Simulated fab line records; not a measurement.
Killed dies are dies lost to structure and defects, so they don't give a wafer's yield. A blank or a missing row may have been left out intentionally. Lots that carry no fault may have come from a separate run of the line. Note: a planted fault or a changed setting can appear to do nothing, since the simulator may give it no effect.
Which tool is to blame?    flow gf180mcu    36 wafers sampled from 12 lots at 1 step of a route of 602

## WHAT EACH GAUGE READ, for each wafer
GF_STI_BOW_MEAS_00. Usual: INCOMING_BOW gives 0 um (standard deviation 6).
lot   measured     on            INCOMING_BOW (um)  flag
L541  day 1 10:00  filmMetro-04  -5 -7 3            
L542  day 1 15:01  filmMetro-04  -3 4 -11           
L544  day 2 01:00  filmMetro-04  -5 4 4             
L547  day 2 16:00  filmMetro-02  6 -5 -1            
L548  day 2 21:02  filmMetro-03  1 6 -1             
L550  day 3 07:00  filmMetro-04  13 -3 -4           
L551  day 3 12:02  filmMetro-02  -10 -1 -5          
L552  day 3 17:00  filmMetro-04  -5 -3 8            
L558  day 4 23:00  filmMetro-04  1 4 -8             
L559  day 5 04:04  filmMetro-02  10 3 -7            
L563  day 6 00:01  filmMetro-03  -14 6 -1           
L564  day 6 05:00  filmMetro-02  6 6 -2             

## WHAT TOOL EACH LOT RAN ON (gives the tool, then ch and the chambers of the sampled wafers, and finally the start)
Before these readings, the record contains no process step.

## AS READ BY THE TOOLS THEMSELVES (means over the sampled wafers that have a number; for cases with no such wafer, the mark the record gives instead)
The record holds no such reading with a usual standard deviation.

## THE ANSWER, worked out from the rows above alone
Rule: a lot counts as off when the mean over its wafers that have a number is more than 3 standard deviations away from the usual mean. Also off: a lot with no number at a reading for which 4 or more lots have one. All remaining lots with rows at the step are treated as sound. First the gauges in route order, then the tools' own readings, where a lot's mean is used as printed above. The first step at which some lot is off is used, and at that step the reading that is off furthest; a lot without a number counts as furthest.
No lot is off on any of the readings shown, so nothing can be concluded from this.

## WHAT THE SIMULATOR PUT IN
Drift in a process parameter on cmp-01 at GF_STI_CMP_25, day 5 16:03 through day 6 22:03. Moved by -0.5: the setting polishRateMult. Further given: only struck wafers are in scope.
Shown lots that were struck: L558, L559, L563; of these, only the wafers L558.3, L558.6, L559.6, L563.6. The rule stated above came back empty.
